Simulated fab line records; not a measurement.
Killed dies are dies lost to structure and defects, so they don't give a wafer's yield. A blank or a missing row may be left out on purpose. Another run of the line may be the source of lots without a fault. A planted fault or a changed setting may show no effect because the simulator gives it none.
Struck lot and sound lot, side by side    flow sky130    17 steps out of a route of 708
Sound: these wafers, L969.4, L969.5, L969.6. Struck: wafers L962.2, L962.6 (left out: L962.1, a lot-mate that was not struck); the cause follows at the end.
Per side, at each step with rows, come the tool, then ch with its chambers, and then its first start. Under that, the readings that differ: sound wafers    struck wafers    difference of the means    sigmas: that difference in standard deviations of wafers without a fault.
alike: same words and numbers on both sides, and readings whose means sit less than 2 such deviations apart. not compared: any withheld reading, any reading some wafer has no value for, any bound like >300 that may hide the same value, and any number with overlapping values for which the record gives no deviation.
The two part at a step that has a row with sigmas, a row that says differs or no value, or rows on one side only. Numbers that have no deviation but don't overlap get no sigmas and don't part them. Lack of a reading on every wafer of one side parts them only where that side has two or more wafers.

first, 3 steps without rows for these wafers: SKY_VIA3_EXPOSE_09 (exposes mask VIM3, target cd 200 nm); SKY_VIA3_PEB_10; SKY_VIA3_DEVELOP_11 (develop time 60 s).
SKY_VIA3_CD_MEAS_12: target cd 200 nm.
  sound on cdSem-01 at day 45 17:52; struck on cdSem-02 at day 42 19:45
  alike: cdNm
SKY_VIA3_OVL_MEAS_13:
  sound on overlay-02 at day 45 17:56; struck on overlay-02 at day 42 19:52
  alike: VIA3_OVL
SKY_VIA3_ETCH_14: etches BARC in N2/H2, stops on SiO2, time 45.9 s, target depth 60 nm.
  sound on rieDiel-01 ch 1,2,3, day 45 17:57; struck on rieDiel-03 ch 1,3, day 42 19:54
  alike: drypumpMotorCurrentA, oesProductAu, throttleValvePct
  not compared: rfHoursCounterH
SKY_VIA3_ETCH_15: etches SiO2 in C4F8/O2/Ar, stops on TiN, target depth 507 nm, time 78 s.
  sound on rieDiel-01 ch 1,2,3, day 45 17:59; struck on rieDiel-03 ch 1,3, day 42 19:56
  alike: oesProductAu
  not compared: rfHoursCounterH
SKY_VIA3_STRIP_16: strips in O2/N2.
  sound on plasmaAsher-04 ch 0,1, day 45 18:05; struck on plasmaAsher-02 ch 0,1, day 42 20:00
  alike: drypumpMotorCurrentA, oesProductAu, stripTimeToEndpointS
  not compared: rfHoursCounterH
then, 3 steps without rows for these wafers: SKY_VIA3_STRIP_17 (strips in post etch residue remover, time 1200 s); SKY_VIA3_CLEAN_18 (cleans in IPA, time 180 s); SKY_VIA3_CLEAN_19 (cleans in O3/DIW).
SKY_VIA3_SPUTTER_20: material TiN, target thk 20 nm, time 80 s.
  sound on pvdSputter-02 at day 45 18:46; struck on pvdSputter-04 at day 42 20:36
  alike: cathodeDcPowerW, throttleValvePct
SKY_VIA3_CVD_21: deposits W, target thk 390 nm, time 117.31 s.
  sound on cvdW-02 ch 0,1, day 45 18:52; struck on cvdW-01 ch 0, day 42 20:40
reading                            sound              struck     difference  sigmas
model.W_of_VIA3_CVD_21.thkNm (nm)  390.4 391.5 392.4  404 406.1  +14         
  alike: heaterPowerW, susceptorTempC
SKY_VIA3_RS_MEAS_22: measurement is done with a four-point probe.
  sound on filmMetro-02 at day 45 19:02; struck on filmMetro-03 at day 42 21:04
reading             sound                 struck         difference  sigmas
VIA3_W_RS (ohm/sq)  0.2937 0.2929 0.2926  0.2842 0.2827  -0.0096     -4
  not compared: hold
SKY_VIA3_THK_MEAS_23: measures by xrf.
  sound on filmMetro-02 at day 45 19:07; struck on filmMetro-03 at day 43 03:29
  alike: VIA3_W_THK
  not compared: hold
SKY_VIA3_CMP_24: polishes, stops on SiO2, t overpolish 20 s, target thk 0 nm.
  sound on cmp-02 ch 1,2, day 45 19:17; struck on cmp-01 ch 1,2, day 43 06:31
reading  sound  struck                                           difference                    sigmas
hold     - - -  awaitDispo/2.7h/release awaitDispo/2.7h/release  no value on the sound wafers  
  alike: motorCurrentA, overpolishRunS, timeToEndpointS
-- the record jumps here: 5 days lie between the struck wafers' starts before and after (it left off in module VIA3 and takes up again in module PAD_OPEN, whose first step shown is number 708 of the route) --
SKY_PAD_OPEN_PROBE_99:
  sound on prober-02 at day 50 22:26; struck on prober-02 at day 48 10:11
  alike: defectLimitedYield, killed_at_M0_to_M3, killed_at_M4_up, killedAtContacts, killedAtFrontEnd, killedAtOther, killedDies, killedOpen, killedShort, sort_bin_3_pad_short, sort_bin_5_function, sort_bin_6_memory, sortNPass, sortYieldPct

WHERE THEY PART
At SKY_VIA3_RS_MEAS_22 first; at SKY_VIA3_CMP_24 last (within this record only). Later steps at which nothing parts them and some readings are alike: SKY_PAD_OPEN_PROBE_99.

WHY: what the simulator had put in
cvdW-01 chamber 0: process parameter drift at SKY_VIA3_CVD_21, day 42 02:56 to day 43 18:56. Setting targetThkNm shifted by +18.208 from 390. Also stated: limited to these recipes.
